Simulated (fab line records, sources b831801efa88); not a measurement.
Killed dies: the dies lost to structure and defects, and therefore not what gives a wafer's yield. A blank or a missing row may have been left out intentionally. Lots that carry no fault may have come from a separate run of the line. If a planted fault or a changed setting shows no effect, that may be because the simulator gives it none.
Problem report, 8D (eight disciplines) form, completed by code + flow sky130 + the parts of the form that need people (team, actions taken, sign-off) are left out

## 1. PROBLEM STATEMENT
Mean of oes product au at SKY_VIA2_ETCH_15: 0.995 a.u. across 3 wafers in 3 lots; on wafers with no fault it is 0.939 a.u. (standard deviation 0.0049). Relative to the usual mean, that is a shift of +11 standard deviations.
The step: etches SiO2 in C4F8/O2/Ar, stops on TiN, target depth 546 nm, time 84 s.
Earliest sighting: wafer L847.4 on rie diel-01 at day 39 18:46. At this step, 42 wafers from 15 lots have a number in the record. By rule, "out" or "out of limits" means more than 4 standard deviations away from the usual mean. The rest of the wafers with a number are treated as sound.

## 2. WHAT IT IS; WHAT IT IS NOT
| question                    | is                       | is not                                                                                             |
|-----------------------------|--------------------------|----------------------------------------------------------------------------------------------------|
| which readings at this step | oes product au           | chamber pressure mTorr                                                                             |
| which lots                  | L847, L848, L850         | L836, L837, L838, L839, L840, L841, L842, L843, L856, L857, L858, L859                             |
| which wafers of those lots  | L847.4, L848.4, L850.6   | L847.3, L848.3, L850.5                                                                             |
| read on which tools         | rie diel-01, rie diel-03 | rie diel-04                                                                                        |
| when                        | from day 39 18:46        | up to then (25 sound wafers); but 14 sound wafers of L848, L850, L856, L857, L858, L859 came after |

## 3. THE SUSPECTS, EACH WITH WHAT RULES IT OUT
Counting: a tool at a process step up to the reading stays a suspect if it ran every lot that is out. Sound lots after the first of them don't rule it out here, since some wafers of a struck lot are sound.
- cmp-01 at SKY_VIA2_CMP_02 (polishes SiO2): kept. It ran every lot that is out, first L847 (day 38 17:31); its last sound lot up to then is L843 (day 37 13:07).
After counting, what remains is cmp-01 at SKY_VIA2_CMP_02.

## 4. THE CAUSE (what the simulator had put in)
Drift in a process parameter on cmp-01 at SKY_VIA2_CMP_02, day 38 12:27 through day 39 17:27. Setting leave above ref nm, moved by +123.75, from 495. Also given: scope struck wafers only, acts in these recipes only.
This tool alone remained once counting was done.

## 5. THE CHAIN OF EFFECTS, in route order
Each row: a reading whose mean over the struck wafers that have a number lies more than 3 standard deviations from the usual. Only readings for which the record gives a usual standard deviation are gone through. hours: the time from each lot's start at the first step in this table that gives one to its start at this step, as a median over the lots. sigmas: the change in usual standard deviations.
| hours | step             | reading        | usual      | on struck wafers | change | sigmas |
|-------|------------------|----------------|------------|------------------|--------|--------|
| 0     | SKY_VIA2_ETCH_15 | oes product au | 0.939 a.u. | 0.995            | +0.056 | +11    |
The process steps in it:
- SKY_VIA2_ETCH_15: etches SiO2 in C4F8/O2/Ar, stops on TiN, target depth 546 nm, time 84 s.

## 6. WHAT WOULD HAVE CAUGHT IT SOONER
The fault began at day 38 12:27; the first out-of-limits reading in this record came at day 39 18:46, 30 hours later.
Of the tool readings at SKY_VIA2_CMP_02 for which the record gives a usual standard deviation, none was out on any struck wafer, so an alarm limit of 4 standard deviations on them would not have fired.
All the lots that are out (3) had begun SKY_VIA2_CMP_02 on cmp-01 by day 39 18:46. Had the tool been put on hold then, not one of them would have been saved.
